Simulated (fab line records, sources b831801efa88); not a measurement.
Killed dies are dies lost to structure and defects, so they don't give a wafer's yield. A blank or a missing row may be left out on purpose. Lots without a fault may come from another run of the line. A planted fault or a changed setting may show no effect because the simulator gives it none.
fab line records | flow gf180mcu
record lots=5 wafers=23
route steps=602 shown VT_IMPLANT@109 MVPSD@139 HV_LDD@182 NSD@237
start_h: hours from the record's first day to the start of the lot's first wafer shown | wait_h: hours since the lot's step before | " the same as in the row above | L1.1+2: a row that stands for several wafers | - no value, or no start given | * or withheld: withheld | < > ~ a bound
route shown NAME@n: a module of which the file shows steps, and the number in the route of the first | usual: mean/standard deviation of fault-free wafers | same: alike in all rows | chamber/n: place in a boat | sites: the reading at each site | _std_site: their standard deviation | _edge_site: outer sites' mean less inner sites' | radius_mm: how far each site lies from the wafer's centre | mask NAME#n: copy n | behind: the tool/chamber that last shaped the wafer | hold: why the lot was held/for how many hours/how that ended | device: the transistor (n, p or np) that didn't switch | end of line: the same wafers' tests at the end of the route | a step without rows: its recipe alone | killed: dies lost to structure and defects at the first sort, not the wafer's yield | map: a wafer's dies, x killed, . not, _ none there
set.NAME: the setting as run; set.NAME@STEP: as run at that earlier step | model.NAME: the simulator's own value behind a step, which no gauge read
lots whose settings were changed on purpose; a table a step, a row a wafer
## steps
# step GF_VT_IMPLANT_IMPLANT_19
# recipe species=As energy_kev=100 dose_cm2=4.35e+12 tilt_deg=7
# columns lot.wafer tool chamber start_h wait_h set.dose_cm2
L075.2+5+6 implanter-01 0 131.39 0.0 4.35e+12
L075.3+4 " 0 " " 4.622e+12
L077.1+2+5 implanter-01 0 143.76 0.0 4.913e+12
L077.4+6 " 0 " " 4.35e+12
L080.2+3+6 implanter-01 0 162.89 0.0 4.35e+12
L084.1+6 implanter-01 0 194.76 0.0 4.565e+12
L084.2+3+5 " 0 " " 4.35e+12
L085.1+3+5 implanter-01 0 202.80 0.0 4.631e+12
L085.2+4 " 0 " " 4.35e+12
# step GF_VT_IMPLANT_STRIP_20
# recipe chemistry=O2/N2 power_w=1400 pressure_mtorr=1500 platen_temp_c=250 o2_flow_sccm=3000 n2_flow_sccm=300 overash_fraction=0.5
# step GF_VT_IMPLANT_TW_MEAS_21
# usual VT_IMPLANT_2_TW=1223/8.7
# columns lot.wafer tool chamber start_h wait_h set.dose_cm2@VT_IMPLANT_IMPLANT_19 VT_IMPLANT_2_TW
L075.2 film_metro-02 - 131.62 0.1 4.35e+12 1219
L075.3 " - " " 4.622e+12 1246
L075.4 " - " " 4.622e+12 1242
L075.5 " - " " 4.35e+12 1211
L075.6 " - " " 4.35e+12 1208
L077.1 film_metro-02 - 144.01 0.1 4.913e+12 1266
L077.2 " - " " 4.913e+12 1260
L077.4 " - " " 4.35e+12 1210
L077.5 " - " " 4.913e+12 1247
L077.6 " - " " 4.35e+12 1212
L080.2 film_metro-02 - 163.12 0.1 4.35e+12 1206
L080.3 " - " " 4.35e+12 1215
L080.6 " - " " 4.35e+12 1213
L084.1 film_metro-04 - 195.01 0.1 4.565e+12 1249
L084.2 " - " " 4.35e+12 1238
L084.3 " - " " 4.35e+12 1229
L084.5 " - " " 4.35e+12 1239
L084.6 " - " " 4.565e+12 1253
L085.1 film_metro-02 - 203.05 0.1 4.631e+12 1249
L085.2 " - " " 4.35e+12 1219
L085.3 " - " " 4.631e+12 1244
L085.4 " - " " 4.35e+12 1226
L085.5 " - " " 4.631e+12 1243
# step GF_VT_IMPLANT_COAT_24
# recipe resist=NOVOLAK spin_rpm=3000 resist_thk_nm=1000
# columns lot.wafer tool chamber start_h wait_h set.resist_thk_nm model.NOVOLAK_of_VT_IMPLANT_COAT_24.thk_nm
L075.2 litho_track-02 0 138.85 0.1 1000 991.8
L075.3 " 0 " " 1000 992
L075.4 " 0 " " 1000 993.6
L075.5 " 0 " " 1000 995
L075.6 " 0 " " 1000 993.1
L077.1 litho_track-02 0 151.07 0.1 1000 998.2
L077.2 " 0 " " 1000 998.5
L077.4 " 0 " " 1000 998.3
L077.5 " 0 " " 1000 999.5
L077.6 " 0 " " 1000 997.6
L080.2 litho_track-02 0 171.40 0.1 1000 1001
L080.3 " 0 " " 1000 1003
L080.6 " 0 " " 1000 1005
L084.1 litho_track-02 0 203.77 0.1 976 979.7
L084.2 " 0 " " 976 977.2
L084.3 " 0 " " 1000 1001
L084.5 " 0 " " 1000 1004
L084.6 " 0 " " 1000 1002
L085.1 litho_track-04 0 211.56 0.1 1000 1000
L085.2 " 0 " " 1037 1035
L085.3 " 0 " " 1000 998.3
L085.4 " 0 " " 1000 996.6
L085.5 " 0 " " 1037 1034
# step GF_VT_IMPLANT_IMPLANT_30
# recipe species=B energy_kev=25 dose_cm2=2.534e+12 tilt_deg=7
# columns lot.wafer tool chamber start_h wait_h set.tilt_deg
L075.2+3+5 implanter-01 0 147.11 0.0 7
L075.4+6 " 0 " " 5.519
L077.1+2+6 implanter-02 0 158.90 0.0 7
L077.4+5 " 0 " " 8.161
L080.2+3+6 implanter-03 0 179.71 0.0 7
L084.1+2+3+5+6 implanter-03 0 212.85 0.0 7
L085.1+2+4 implanter-01 0 221.01 0.0 7
L085.3+5 " 0 " " 5.892
# step GF_VT_IMPLANT_STRIP_31
# recipe chemistry=O2/N2 power_w=1400 pressure_mtorr=1500 platen_temp_c=250 o2_flow_sccm=3000 n2_flow_sccm=300 overash_fraction=0.5
# usual strip_time_to_endpoint_s=12.62/0.033
# columns lot.wafer tool chamber start_h wait_h set.resist_thk_nm@VT_IMPLANT_COAT_24 strip_time_to_endpoint_s
L075.2 plasma_asher-02 0 147.23 0.1 1000 12.54
L075.3 " 1 " " 1000 12.55
L075.4 " 0 " " 1000 12.54
L075.5 " 1 " " 1000 12.57
L075.6 " 0 " " 1000 12.55
L077.1 plasma_asher-03 1 159.05 0.1 1000 12.62
L077.2 " 0 " " 1000 12.62
L077.4 " 1 " " 1000 12.60
L077.5 " 0 " " 1000 12.61
L077.6 " 1 " " 1000 12.61
L080.2 plasma_asher-01 0 179.83 0.1 1000 12.63
L080.3 " 0 " " 1000 12.64
L080.6 " 1 " " 1000 12.69
L084.1 plasma_asher-01 0 213.00 0.1 976 12.41
L084.2 " 1 " " 976 12.36
L084.3 " 1 " " 1000 12.65
L084.5 " 0 " " 1000 12.68
L084.6 " 1 " " 1000 12.66
L085.1 plasma_asher-02 0 221.16 0.1 1000 12.64
L085.2 " 1 " " 1037 12.96
L085.3 " 0 " " 1000 12.62
L085.4 " 1 " " 1000 12.59
L085.5 " 0 " " 1037 12.97
# step GF_VT_IMPLANT_IMPLANT_41
# recipe species=As energy_kev=70 dose_cm2=1.013e+12 tilt_deg=7
# columns lot.wafer tool chamber start_h wait_h set.dose_cm2
L075.2+4+6 implanter-03 0 162.81 0.0 1.013e+12
L075.3+5 " 0 " " 9.701e+11
L077.1+4+5 implanter-03 0 175.63 0.0 1.013e+12
L077.2+6 " 0 " " 1.075e+12
L080.2+3+6 implanter-02 0 197.11 0.0 1.013e+12
L084.1+2+3+5+6 implanter-02 0 230.80 0.0 1.013e+12
L085.1+5 implanter-03 0 239.23 0.0 1.081e+12
L085.2+3+4 " 0 " " 1.013e+12
# step GF_VT_IMPLANT_STRIP_42
# recipe chemistry=O2/N2 power_w=1400 pressure_mtorr=1500 platen_temp_c=250 o2_flow_sccm=3000 n2_flow_sccm=300 overash_fraction=0.5
# step GF_VT_IMPLANT_TW_MEAS_43
# usual VT_IMPLANT_4_TW=695/5.2
# columns lot.wafer tool chamber start_h wait_h set.dose_cm2@VT_IMPLANT_IMPLANT_41 VT_IMPLANT_4_TW
L075.2 film_metro-01 - 163.04 0.1 1.013e+12 697
L075.3 " - " " 9.701e+11 687
L075.4 " - " " 1.013e+12 697
L075.5 " - " " 9.701e+11 684
L075.6 " - " " 1.013e+12 695
L077.1 film_metro-01 - 175.88 0.1 1.013e+12 697
L077.2 " - " " 1.075e+12 710
L077.4 " - " " 1.013e+12 697
L077.5 " - " " 1.013e+12 694
L077.6 " - " " 1.075e+12 709
L080.2 film_metro-04 - 197.34 0.1 1.013e+12 700
L080.3 " - " " 1.013e+12 701
L080.6 " - " " 1.013e+12 699
L084.1 film_metro-01 - 231.05 0.1 1.013e+12 691
L084.2 " - " " 1.013e+12 694
L084.3 " - " " 1.013e+12 692
L084.5 " - " " 1.013e+12 698
L084.6 " - " " 1.013e+12 699
L085.1 film_metro-01 - 239.48 0.1 1.081e+12 711
L085.2 " - " " 1.013e+12 699
L085.3 " - " " 1.013e+12 693
L085.4 " - " " 1.013e+12 697
L085.5 " - " " 1.081e+12 708
# step GF_VT_IMPLANT_CLEAN_44
# recipe chemistry=SC1/SC2 mix=1:4:20 temp_c=70 time_s=150 dry=n2_spin
# step GF_VT_IMPLANT_RTA_45
# recipe temp_c=1050 time_s=27.8 ambient=N2
# step GF_VT_IMPLANT_RS_MEAS_49
# recipe thk_meas_gauge=four-point-probe
# usual MVPSD_RS=1170.0/2.7
# columns lot.wafer tool chamber start_h wait_h set.dose_cm2@MVPSD_IMPLANT_08 MVPSD_RS[ohm/sq]
L075.2 film_metro-03 - 163.62 0.1 1.5e+13 1168.8
L075.3 " - " " 1.5e+13 1176.7
L075.4 " - " " 1.543e+13 1151.1
L075.5 " - " " 1.543e+13 1158.8
L075.6 " - " " 1.543e+13 1159.4
L077.1 film_metro-02 - 176.46 0.1 1.5e+13 1172.6
L077.2 " - " " 1.5e+13 1174.1
L077.4 " - " " 1.5e+13 1172.5
L077.5 " - " " 1.5e+13 1173.8
L077.6 " - " " 1.5e+13 1175.5
L080.2 film_metro-03 - 197.94 0.1 1.5e+13 1175.1
L080.3 " - " " 1.5e+13 1170.5
L080.6 " - " " 1.5e+13 1169.8
L084.1 film_metro-04 - 231.63 0.1 1.44e+13 1185.8
L084.2 " - " " 1.5e+13 1170.6
L084.3 " - " " 1.44e+13 1184.0
L084.5 " - " " 1.5e+13 1160.4
L084.6 " - " " 1.5e+13 1170.8
L085.1 film_metro-02 - 240.05 0.1 1.412e+13 1201.5
L085.2 " - " " 1.5e+13 1178.5
L085.3 " - " " 1.5e+13 1179.7
L085.4 " - " " 1.412e+13 1214.8
L085.5 " - " " 1.412e+13 1205.3
# step GF_HV_LDD_DEVELOP_06
# recipe develop_time_s=60 dev_temp_c=23
# columns lot.wafer tool chamber start_h wait_h set.dev_temp_c
L075.2+3+4 litho_track-01 0 223.02 0.1 23
L075.5+6 " 0 " " 25.92
L077.1+6 litho_track-04 0 238.46 0.1 23
L077.2+4+5 " 0 " " 24.5
L080.2+3+6 litho_track-04 0 262.19 0.1 23
L084.1+5+6 litho_track-01 0 296.89 0.1 23
L084.2+3 " 0 " " 19.58
L085.1+4 litho_track-03 0 304.74 0.1 23
L085.2+3+5 " 0 " " 26.2
# step GF_HV_LDD_CD_MEAS_07
# recipe target_cd_nm=400
# usual cd_nm=400.0/2.3
# columns lot.wafer tool chamber start_h wait_h set.dev_temp_c@HV_LDD_DEVELOP_06 cd_nm
L075.2 cd_sem-01 - 223.16 0.1 23 394.2
L075.3 " - " " 23 396.1
L075.4 " - " " 23 397.7
L075.5 " - " " 25.92 387.2
L075.6 " - " " 25.92 384.1
L077.1 cd_sem-02 - 238.61 0.1 23 401.0
L077.2 " - " " 24.5 395.1
L077.4 " - " " 24.5 397.1
L077.5 " - " " 24.5 394.3
L077.6 " - " " 23 401.6
L080.2 cd_sem-02 - 262.33 0.1 23 401.0
L080.3 " - " " 23 403.2
L080.6 " - " " 23 402.4
L084.1 cd_sem-02 - 297.04 0.1 23 401.4
L084.2 " - " " 19.58 415.3
L084.3 " - " " 19.58 414.1
L084.5 " - " " 23 401.2
L084.6 " - " " 23 399.1
L085.1 cd_sem-02 - 304.89 0.1 23 399.9
L085.2 " - " " 26.2 387.7
L085.3 " - " " 26.2 387.4
L085.4 " - " " 23 399.1
L085.5 " - " " 26.2 388.2
# step GF_HV_LDD_IMPLANT_09
# recipe species=As energy_kev=40 dose_cm2=1e+14 tilt_deg=7
# columns lot.wafer tool chamber start_h wait_h set.dose_cm2
L075.2+3+4+5+6 implanter-03 0 223.32 0.0 1e+14
L077.1+5+6 implanter-03 0 238.77 0.0 1e+14
L077.2+4 " 0 " " 8.726e+13
L080.2+3+6 implanter-01 0 262.49 0.0 1e+14
L084.1+3 implanter-03 0 297.20 0.0 1.065e+14
L084.2+5+6 " 0 " " 1e+14
L085.1+2+3+4+5 implanter-03 0 305.05 0.0 1e+14
# step GF_HV_LDD_STRIP_10
# recipe chemistry=O2/N2 power_w=1400 pressure_mtorr=1500 platen_temp_c=250 o2_flow_sccm=3000 n2_flow_sccm=300 overash_fraction=0.5
# step GF_HV_LDD_TW_MEAS_11
# usual HV_LDD_TW=2428/34
# columns lot.wafer tool chamber start_h wait_h set.dose_cm2@HV_LDD_IMPLANT_09 HV_LDD_TW
L075.2 film_metro-02 - 223.56 0.1 1e+14 2446
L075.3 " - " " 1e+14 2445
L075.4 " - " " 1e+14 2446
L075.5 " - " " 1e+14 2415
L075.6 " - " " 1e+14 2442
L077.1 film_metro-02 - 239.02 0.1 1e+14 2438
L077.2 " - " " 8.726e+13 2342
L077.4 " - " " 8.726e+13 2363
L077.5 " - " " 1e+14 2436
L077.6 " - " " 1e+14 2437
L080.2 film_metro-02 - 262.73 0.1 1e+14 2454
L080.3 " - " " 1e+14 2452
L080.6 " - " " 1e+14 2451
L084.1 film_metro-02 - 297.45 0.1 1.065e+14 2483
L084.2 " - " " 1e+14 2439
L084.3 " - " " 1.065e+14 2475
L084.5 " - " " 1e+14 2430
L084.6 " - " " 1e+14 2439
L085.1 film_metro-02 - 305.30 0.1 1e+14 2448
L085.2 " - " " 1e+14 2447
L085.3 " - " " 1e+14 2452
L085.4 " - " " 1e+14 2435
L085.5 " - " " 1e+14 2448
# step GF_HV_LDD_DEVELOP_18
# recipe develop_time_s=60 dev_temp_c=23
# columns lot.wafer tool chamber start_h wait_h set.develop_time_s
L075.2+3+4+5+6 litho_track-03 0 242.02 0.1 60
L077.1+2 litho_track-01 0 257.09 0.1 60
L077.4+5+6 " 0 " " 63.39
L080.2+3+6 litho_track-03 0 281.57 0.1 60
L084.1+2+6 litho_track-01 0 317.14 0.1 51.52
L084.3+5 " 0 " " 60
L085.1+3 litho_track-03 0 325.74 0.1 64.83
L085.2+4+5 " 0 " " 60
# step GF_HV_LDD_CD_MEAS_19
# recipe target_cd_nm=400
# usual cd_nm=400.5/2.2
# columns lot.wafer tool chamber start_h wait_h set.develop_time_s@HV_LDD_DEVELOP_18 cd_nm
L075.2 cd_sem-01 - 242.16 0.1 60 401.5
L075.3 " - " " 60 399.8
L075.4 " - " " 60 402.9
L075.5 " - " " 60 401.4
L075.6 " - " " 60 403.7
L077.1 cd_sem-02 - 257.24 0.1 60 402.9
L077.2 " - " " 60 404.6
L077.4 " - " " 63.39 407.0
L077.5 " - " " 63.39 408.3
L077.6 " - " " 63.39 406.4
L080.2 cd_sem-01 - 281.71 0.1 60 400.6
L080.3 " - " " 60 401.2
L080.6 " - " " 60 399.6
L084.1 cd_sem-01 - 317.29 0.1 51.52 389.8
L084.2 " - " " 51.52 388.5
L084.3 " - " " 60 404.9
L084.5 " - " " 60 404.5
L084.6 " - " " 51.52 389.0
L085.1 cd_sem-01 - 325.89 0.1 64.83 408.4
L085.2 " - " " 60 402.7
L085.3 " - " " 64.83 408.5
L085.4 " - " " 60 401.4
L085.5 " - " " 60 400.8
# step GF_HV_LDD_EXPOSE_28
# recipe mask_id=Nplus_HV_AREA target_cd_nm=400 na=0.6 source_shape=conventional sigma_outer=0.6 dose_mj=140
# columns lot.wafer tool chamber start_h wait_h mask set.dose_mj
L075.2+4+5 iline_stepper-01 0 - - Nplus_HV_AREA#0 145.7
L075.3+6 " 0 " " Nplus_HV_AREA#0 140
L077.1+2+4+5+6 iline_stepper-02 0 - - Nplus_HV_AREA#0 140
L080.2+3+6 iline_stepper-01 0 - - Nplus_HV_AREA#0 140
L084.1+2+3+5+6 iline_stepper-02 0 - - Nplus_HV_AREA#0 140
L085.1+2+5 iline_stepper-01 0 - - Nplus_HV_AREA#0 140
L085.3+4 " 0 " " Nplus_HV_AREA#0 146.4
# step GF_HV_LDD_PEB_29
# recipe temp_c=withheld time_s=* resist=NOVOLAK
# step GF_HV_LDD_DEVELOP_30
# recipe develop_time_s=60 dev_temp_c=23
# step GF_HV_LDD_CD_MEAS_31
# recipe target_cd_nm=400
# usual cd_nm=399.7/2.2
# columns lot.wafer tool chamber start_h wait_h set.dose_mj@HV_LDD_EXPOSE_28 cd_nm
L075.2 cd_sem-02 - 260.66 0.1 145.7 412.1
L075.3 " - " " 140 401.5
L075.4 " - " " 145.7 410.8
L075.5 " - " " 145.7 412.0
L075.6 " - " " 140 399.0
L077.1 cd_sem-02 - 276.39 0.1 140 396.6
L077.2 " - " " 140 401.3
L077.4 " - " " 140 397.1
L077.5 " - " " 140 398.3
L077.6 " - " " 140 400.4
L080.2 cd_sem-01 - 301.36 0.1 140 402.8
L080.3 " - " " 140 402.3
L080.6 " - " " 140 403.0
L084.1 cd_sem-02 - 338.14 0.1 140 399.5
L084.2 " - " " 140 399.9
L084.3 " - " " 140 400.7
L084.5 " - " " 140 399.6
L084.6 " - " " 140 401.4
L085.1 cd_sem-02 - 347.41 0.1 140 399.2
L085.2 " - " " 140 396.8
L085.3 " - " " 146.4 411.2
L085.4 " - " " 146.4 412.9
L085.5 " - " " 140 399.1
# step GF_HV_LDD_DEVELOP_45
# recipe develop_time_s=60 dev_temp_c=23
# columns lot.wafer tool chamber start_h wait_h set.dev_temp_c
L075.2+3+4+5+6 litho_track-01 0 280.12 0.1 23
L077.1+4 litho_track-03 0 296.29 0.1 23
L077.2+5+6 " 0 " " 25.35
L080.2+3+6 litho_track-03 0 322.42 0.1 23
L084.1+2+5 litho_track-01 0 360.19 0.1 21.36
L084.3+6 " 0 " " 23
L085.1+3+4 litho_track-01 0 369.29 0.1 23
L085.2+5 " 0 " " 24.15
# step GF_HV_LDD_CD_MEAS_46
# recipe target_cd_nm=400
# usual cd_nm=399.3/2.1
# columns lot.wafer tool chamber start_h wait_h set.dev_temp_c@HV_LDD_DEVELOP_45 cd_nm
L075.2 cd_sem-02 - 280.26 0.1 23 396.5
L075.3 " - " " 23 395.4
L075.4 " - " " 23 399.0
L075.5 " - " " 23 397.6
L075.6 " - " " 23 396.0
L077.1 cd_sem-02 - 296.44 0.1 23 402.1
L077.2 " - " " 25.35 393.9
L077.4 " - " " 23 401.0
L077.5 " - " " 25.35 390.9
L077.6 " - " " 25.35 395.1
L080.2 cd_sem-02 - 322.56 0.1 23 399.0
L080.3 " - " " 23 400.6
L080.6 " - " " 23 400.3
L084.1 cd_sem-01 - 360.34 0.1 21.36 405.2
L084.2 " - " " 21.36 407.8
L084.3 " - " " 23 402.8
L084.5 " - " " 21.36 405.2
L084.6 " - " " 23 399.0
L085.1 cd_sem-01 - 369.44 0.1 23 402.1
L085.2 " - " " 24.15 398.0
L085.3 " - " " 23 399.1
L085.4 " - " " 23 401.1
L085.5 " - " " 24.15 394.7
# step GF_HV_LDD_IMPLANT_48
# recipe species=B energy_kev=25 dose_cm2=3e+13 tilt_deg=7
# columns lot.wafer tool chamber start_h wait_h set.energy_kev model.implant.rp_nm model.implant.drp_nm
L075.2+3+4+5+6 implanter-01 0 280.42 0.0 25 82.93 35.62
L077.1+2+5 implanter-01 0 296.60 0.0 23.51 80.48 33.15
L077.4+6 " 0 " " 25 85.51 35.62
L080.2+3+6 implanter-01 0 322.72 0.0 25 83.66 35.62
L084.1+3+5 implanter-01 0 360.50 0.0 25 80.59 35.62
L084.2+6 " 0 " " 26.36 84.91 37.88
L085.1+2+4 implanter-01 0 369.60 0.0 24.42 80.95 34.65
L085.3+5 " 0 " " 25 82.85 35.62
# step GF_HV_LDD_STRIP_49
# recipe chemistry=O2/N2 power_w=1400 pressure_mtorr=1500 platen_temp_c=250 o2_flow_sccm=2864 n2_flow_sccm=300 overash_fraction=0.5
# step GF_HV_LDD_CLEAN_51
# recipe chemistry=SC1/SC2 mix=1:4:20 temp_c=70 time_s=150 dry=n2_spin
# step GF_HV_LDD_RTA_52
# recipe temp_c=1000 time_s=10 ambient=N2
# step GF_HV_LDD_RS_MEAS_53
# recipe thk_meas_gauge=four-point-probe
# usual HV_LDD_RS=418.6/0.76
# columns lot.wafer tool chamber start_h wait_h set.dose_cm2@HV_LDD_IMPLANT_09 HV_LDD_RS[ohm/sq]
L075.2 film_metro-02 - 280.85 0.1 1e+14 420.3
L075.3 " - " " 1e+14 419.3
L075.4 " - " " 1e+14 -
L075.5 " - " " 1e+14 -
L075.6 " - " " 1e+14 -
L077.1 film_metro-02 - 297.03 0.1 1e+14 418.7
L077.2 " - " " 8.726e+13 442.9
L077.4 " - " " 8.726e+13 444.4
L077.5 " - " " 1e+14 -
L077.6 " - " " 1e+14 -
L080.2 film_metro-03 - 323.15 0.1 1e+14 419.2
L080.3 " - " " 1e+14 418.3
L080.6 " - " " 1e+14 419.2
L084.1 film_metro-02 - 360.92 0.1 1.065e+14 406.1
L084.2 " - " " 1e+14 417.1
L084.3 " - " " 1.065e+14 406.1
L084.5 " - " " 1e+14 418.0
L084.6 " - " " 1e+14 418.2
L085.1 film_metro-04 - 370.07 0.1 1e+14 417.0
L085.2 " - " " 1e+14 417.5
L085.3 " - " " 1e+14 -
L085.4 " - " " 1e+14 -
L085.5 " - " " 1e+14 -
# step GF_NSD_COAT_02
# recipe resist=NOVOLAK spin_rpm=3000 resist_thk_nm=1000
# columns lot.wafer tool chamber start_h wait_h set.spin_rpm model.NOVOLAK_of_NSD_COAT_02.thk_nm
L075.2 litho_track-02 0 292.90 0.1 3000 1008
L075.3 " 0 " " 3207 970.8
L075.4 " 0 " " 3207 969.8
L075.5 " 0 " " 3000 1007
L075.6 " 0 " " 3000 1005
L077.1 litho_track-03 0 310.84 0.1 3000 996.8
L077.2 " 0 " " 2884 1018
L077.4 " 0 " " 3000 998.1
L077.5 " 0 " " 3000 996.7
L077.6 " 0 " " 2884 1019
L080.2 litho_track-03 0 336.57 0.1 3000 996.6
L080.3 " 0 " " 3000 995.4
L080.6 " 0 " " 3000 997.8
L084.1 litho_track-02 0 374.42 0.1 3000 1002
L084.2+5 " 0 " " 2908 1019
L084.3 " 0 " " 2908 1018
L084.6 " 0 " " 3000 1003
L085.1 litho_track-03 0 384.24 0.1 3185 974.4
L085.2 " 0 " " 3000 1002
L085.3 " 0 " " 3185 974.5
L085.4 " 0 " " 3000 1004
L085.5 " 0 " " 3000 1003
## key
split step=GF_VT_IMPLANT_IMPLANT_19 setting=dose_cm2 stated=4.35e+12 by=wafer
response step=GF_VT_IMPLANT_TW_MEAS_21 reading=VT_IMPLANT_2_TW change=+3.74 per=1% r=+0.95
split step=GF_VT_IMPLANT_COAT_24 setting=resist_thk_nm stated=1000 by=wafer
response step=GF_VT_IMPLANT_COAT_24 reading=model.NOVOLAK_of_VT_IMPLANT_COAT_24.thk_nm change=+9.87 per=1% r=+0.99
response step=GF_VT_IMPLANT_STRIP_31 reading=strip_time_to_endpoint_s change=* per=1% r=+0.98
split step=GF_VT_IMPLANT_IMPLANT_30 setting=tilt_deg stated=7 by=wafer
response none clear
split step=GF_VT_IMPLANT_IMPLANT_41 setting=dose_cm2 stated=1.013e+12 by=wafer
response step=GF_VT_IMPLANT_TW_MEAS_43 reading=VT_IMPLANT_4_TW change=+2.1 per=1% r=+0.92
split step=GF_HV_LDD_DEVELOP_06 setting=dev_temp_c stated=23 by=wafer
response step=GF_HV_LDD_CD_MEAS_07 reading=cd_nm change=-0.878 per=1% r=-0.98
split step=GF_HV_LDD_IMPLANT_09 setting=dose_cm2 stated=1e+14 by=wafer
response step=GF_HV_LDD_TW_MEAS_11 reading=HV_LDD_TW change=+6.61 per=1% r=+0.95
response step=GF_HV_LDD_RS_MEAS_53 reading=HV_LDD_RS change=-1.9 per=1% r=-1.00
split step=GF_HV_LDD_DEVELOP_18 setting=develop_time_s stated=60 by=wafer
response step=GF_HV_LDD_CD_MEAS_19 reading=cd_nm change=+0.992 per=1% r=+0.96
split step=GF_HV_LDD_EXPOSE_28 setting=dose_mj stated=140 by=wafer
response step=GF_HV_LDD_CD_MEAS_31 reading=cd_nm change=+2.91 per=1% r=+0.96
split step=GF_HV_LDD_DEVELOP_45 setting=dev_temp_c stated=23 by=wafer
response step=GF_HV_LDD_CD_MEAS_46 reading=cd_nm change=-0.798 per=1% r=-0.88
split step=GF_HV_LDD_IMPLANT_48 setting=energy_kev stated=25 by=wafer
response step=GF_HV_LDD_IMPLANT_48 reading=model.implant.rp_nm change=+0.821 per=1% r=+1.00
response step=GF_HV_LDD_IMPLANT_48 reading=model.implant.drp_nm change=+0.415 per=1% r=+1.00
split step=GF_NSD_COAT_02 setting=spin_rpm stated=3000 by=wafer
response step=GF_NSD_COAT_02 reading=model.NOVOLAK_of_NSD_COAT_02.thk_nm change=-5.08 per=1% r=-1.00
split outside_this_file step=GF_MVPSD_IMPLANT_08 setting=dose_cm2
# split outside_this_file: this setting was split too, and the file shows its column; the key of that split is in another file
